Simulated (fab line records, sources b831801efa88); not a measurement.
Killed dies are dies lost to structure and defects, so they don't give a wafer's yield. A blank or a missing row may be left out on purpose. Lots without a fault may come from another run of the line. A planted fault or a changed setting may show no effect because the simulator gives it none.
Which tool did it? | flow gf180mcu | 11 lots, 33 wafers sampled, at 5 steps of a route of 602

WHAT THE GAUGES READ, wafer by wafer
GF_POLY_GATE_THK_MEAS_17. Usual: POLY_GATE_OXIDATION_THK 3.97 nm, standard deviation 0.086.
lot  | measured     | on            | POLY_GATE_OXIDATION_THK (nm) | flag
L275 | day 10 08:11 | film_metro-02 | 3.94 3.88 4.04               |
L278 | day 11 01:33 | film_metro-04 | 4.01 3.95 4.08               |
L279 | day 11 12:47 | film_metro-04 | 3.99 3.99 3.98               |
L280 | day 12 02:28 | film_metro-01 | 4.00 4.03 3.95               |
L281 | day 12 02:28 | film_metro-02 | 4.16 4.06 4.06               |
L283 | day 12 14:11 | film_metro-04 | 3.99 3.96 4.00               |
L289 | day 14 15:46 | film_metro-01 | 3.92 3.96 3.98               |
L292 | day 15 12:40 | film_metro-02 | 3.87 3.77 3.91               |
L293 | day 15 18:02 | film_metro-01 | 4.06 4.01 4.00               |
L294 | day 15 21:58 | film_metro-02 | 4.03 4.03 4.03               |
L295 | day 16 01:11 | film_metro-02 | 3.91 3.98 3.97               |

GF_HV_LDD_THK_MEAS_57. Usual: HV_LDD_CVD_56_THK 89.9 nm, standard deviation 0.81.
lot  | measured     | on            | HV_LDD_CVD_56_THK (nm) | flag
L275 | day 13 18:05 | film_metro-01 | 89.2 89.3 90.1         |
L278 | day 14 12:59 | film_metro-03 | 89.6 89.7 89.8         |
L279 | day 15 00:19 | film_metro-01 | 90.5 90.6 91.2         |
L280 | day 15 17:13 | film_metro-01 | 49.0 49.1 49.3         | OFF
L281 | day 15 17:13 | film_metro-02 | 48.5 48.9 49.8         | OFF
L283 | day 16 05:35 | film_metro-02 | 89.5 89.3 90.5         |
L289 | day 18 11:47 | film_metro-01 | 90.6 91.4 90.7         |
L292 | day 19 12:56 | film_metro-03 | 87.6 88.6 88.2         |
L293 | day 19 18:53 | film_metro-01 | 90.0 88.8 90.0         |
L294 | day 19 23:05 | film_metro-02 | 88.6 90.0 89.6         |
L295 | day 20 02:42 | film_metro-02 | 91.5 91.8 91.6         |

WHICH TOOL RAN EACH LOT (tool, then ch and the chambers of the sampled wafers, then the start)
lot  | GF_POLY_GATE_STRIP_14                | GF_HV_LDD_STRIP_49                   | GF_HV_LDD_CVD_56
L275 | plasma_asher-01 ch 0,1, day 10 06:07 | plasma_asher-01 ch 0,1, day 13 13:28 | lpcvd-01 ch 1, day 13 16:39
L278 | plasma_asher-02 ch 0,1, day 10 23:16 | plasma_asher-04 ch 1, day 14 09:26   | lpcvd-01 ch 0, day 14 11:34
L279 | plasma_asher-01 ch 0,1, day 11 10:04 | plasma_asher-03 ch 0,1, day 14 21:20 | lpcvd-01 ch 1, day 14 22:52
L280 | plasma_asher-04 ch 0,1, day 11 23:52 | plasma_asher-03 ch 1, day 15 13:15   | lpcvd-02 ch 0, day 15 15:47
L281 | plasma_asher-02 ch 0,1, day 11 23:53 | plasma_asher-04 ch 0,1, day 15 13:02 | lpcvd-02 ch 0, day 15 15:47
L283 | plasma_asher-01 ch 0,1, day 12 12:21 | plasma_asher-01 ch 1, day 16 02:40   | lpcvd-01 ch 1, day 16 04:09
L289 | plasma_asher-01 ch 0,1, day 14 14:20 | plasma_asher-01 ch 0,1, day 18 08:53 | lpcvd-01 ch 0, day 18 10:22
L292 | plasma_asher-04 ch 0,1, day 15 09:16 | plasma_asher-04 ch 0,1, day 19 10:03 | lpcvd-01 ch 0, day 19 11:29
L293 | plasma_asher-01 ch 0,1, day 15 14:33 | plasma_asher-03 ch 0,1, day 19 15:59 | lpcvd-01 ch 0, day 19 17:28
L294 | plasma_asher-04 ch 0,1, day 15 18:00 | plasma_asher-01 ch 0,1, day 19 20:10 | lpcvd-02 ch 1, day 19 21:39
L295 | plasma_asher-04 ch 0,1, day 15 23:18 | plasma_asher-01 ch 0,1, day 19 23:47 | lpcvd-02 ch 0, day 20 01:16
- GF_POLY_GATE_STRIP_14: strips in O2/N2.
- GF_HV_LDD_STRIP_49: strips in O2/N2.
- GF_HV_LDD_CVD_56: deposits Si3N4 from DCS/NH3, target thk 90 nm, time 1543 s.

WHAT THE TOOLS THEMSELVES READ (means of the sampled wafers that have a number; where no wafer has one, the mark that the record gives instead)
GF_POLY_GATE_STRIP_14. Usual: drypump_motor_current_A 5.7 A, standard deviation 0.42; heater_power_w 322 W, standard deviation 31; oes_product_au 0.505 a.u., standard deviation 0.0049.
lot  | tool            | drypump_motor_current_A (A) | heater_power_w (W) | oes_product_au (a.u.) | flag
L275 | plasma_asher-01 | 5.8                         | 345                | 0.504                 |
L278 | plasma_asher-02 | 5.7                         | 325                | 0.504                 |
L279 | plasma_asher-01 | 5.9                         | 320                | 0.509                 |
L280 | plasma_asher-04 | 5.3                         | 317                | 0.505                 |
L281 | plasma_asher-02 | 6.1                         | 312                | 0.507                 |
L283 | plasma_asher-01 | 5.7                         | 350                | 0.500                 |
L289 | plasma_asher-01 | 5.7                         | 346                | 0.504                 |
L292 | plasma_asher-04 | 5.4                         | 312                | 0.502                 |
L293 | plasma_asher-01 | 5.7                         | 349                | 0.505                 |
L294 | plasma_asher-04 | 5.4                         | 311                | 0.504                 |
L295 | plasma_asher-04 | 5.5                         | 315                | 0.500                 |

GF_HV_LDD_STRIP_49. Usual: drypump_motor_current_A 5.8 A, standard deviation 0.46; heater_power_w 331 W, standard deviation 32; oes_product_au 0.716 a.u., standard deviation 0.0045; strip_time_to_endpoint_s 12.63 s, standard deviation 0.031.
lot  | tool            | drypump_motor_current_A (A) | heater_power_w (W) | oes_product_au (a.u.) | strip_time_to_endpoint_s (s) | flag
L275 | plasma_asher-01 | 5.9                         | 317                | 0.718                 | 12.58                        |
L278 | plasma_asher-04 | 5.5                         | 307                | 0.715                 | 12.63                        |
L279 | plasma_asher-03 | 6.2                         | 358                | 0.714                 | 12.60                        |
L280 | plasma_asher-03 | 6.0                         | 366                | 0.714                 | 12.62                        |
L281 | plasma_asher-04 | 5.4                         | 313                | 0.715                 | 12.62                        |
L283 | plasma_asher-01 | 5.6                         | 379                | 0.720                 | 12.61                        |
L289 | plasma_asher-01 | 5.7                         | 350                | 0.711                 | 12.65                        |
L292 | plasma_asher-04 | 5.5                         | 308                | 0.717                 | 12.61                        |
L293 | plasma_asher-03 | 6.5                         | 352                | 0.713                 | 12.61                        |
L294 | plasma_asher-01 | 5.9                         | 310                | 0.716                 | 12.64                        |
L295 | plasma_asher-01 | 5.9                         | 310                | 0.714                 | 12.59                        |

GF_HV_LDD_CVD_56. Usual: pressure_mtorr 250.0 mTorr, standard deviation 0.45; spike_tc_bottom_C 789 C, standard deviation 4.3; spike_tc_centre_C 770.0 C, standard deviation 1.1; spike_tc_lower_C 770.9 C, standard deviation 1.6; spike_tc_top_C 785 C, standard deviation 3.1; spike_tc_upper_C 769.6 C, standard deviation 1.2; susceptor_temp_C 770.0 C, standard deviation 0.32.
lot  | tool     | pressure_mtorr (mTorr) | spike_tc_bottom_C (C) | spike_tc_centre_C (C) | spike_tc_lower_C (C) | spike_tc_top_C (C) | spike_tc_upper_C (C) | susceptor_temp_C (C) | flag
L275 | lpcvd-01 | 250.0                  | 791                   | 769.0                 | 770.6                | 783                | 770.4                | 770.3                |
L278 | lpcvd-01 | 249.9                  | 794                   | 770.0                 | 770.2                | 785                | 767.5                | 769.8                |
L279 | lpcvd-01 | 250.0                  | 792                   | 768.5                 | 768.8                | 781                | 771.3                | 770.1                |
L280 | lpcvd-02 | 250.2                  | 754                   | 740.1                 | 742.1                | 755                | 739.6                | 739.7                | OFF
L281 | lpcvd-02 | 250.0                  | 753                   | 740.1                 | 742.3                | 754                | 740.3                | 740.0                | OFF
L283 | lpcvd-01 | 250.2                  | 792                   | 769.9                 | 769.8                | 784                | 771.2                | 769.7                |
L289 | lpcvd-01 | 249.5                  | 794                   | 771.1                 | 769.3                | 785                | 768.8                | 769.9                |
L292 | lpcvd-01 | 249.6                  | 793                   | 769.8                 | 770.7                | 785                | 768.1                | 769.9                |
L293 | lpcvd-01 | 249.6                  | 793                   | 769.7                 | 770.5                | 786                | 768.6                | 770.2                |
L294 | lpcvd-02 | 250.7                  | 790                   | 771.7                 | 769.9                | 791                | 769.8                | 770.5                |
L295 | lpcvd-02 | 249.5                  | 784                   | 769.4                 | 771.9                | 782                | 769.3                | 770.2                |

THE ANSWER, worked out from the rows above alone
Rule: a lot is off if the mean of its wafers that have a number lies more than 3 standard deviations from the usual mean. A lot without any number at a reading at which 4 lots or more have one is off too. The other lots that the step has rows for count as sound. The gauges are gone through in route order, then the tools' own readings, and for those a lot's mean is taken as printed above. The first step at which some lot is off is used, and at that step the reading that is off furthest; a lot without a number counts as furthest.
Off: L280, L281, at GF_HV_LDD_THK_MEAS_57 (HV_LDD_CVD_56_THK).
A tool fits if, at a process step before that reading, it ran every lot that is off, and no sound lot after the first of them. The gauges at GF_HV_LDD_THK_MEAS_57 aren't tried: what is off there is off at GF_HV_LDD_CVD_56 too, on other tools, and a gauge's error can't cause that. None of those tried fits.

WHAT THE SIMULATOR HAD PUT IN
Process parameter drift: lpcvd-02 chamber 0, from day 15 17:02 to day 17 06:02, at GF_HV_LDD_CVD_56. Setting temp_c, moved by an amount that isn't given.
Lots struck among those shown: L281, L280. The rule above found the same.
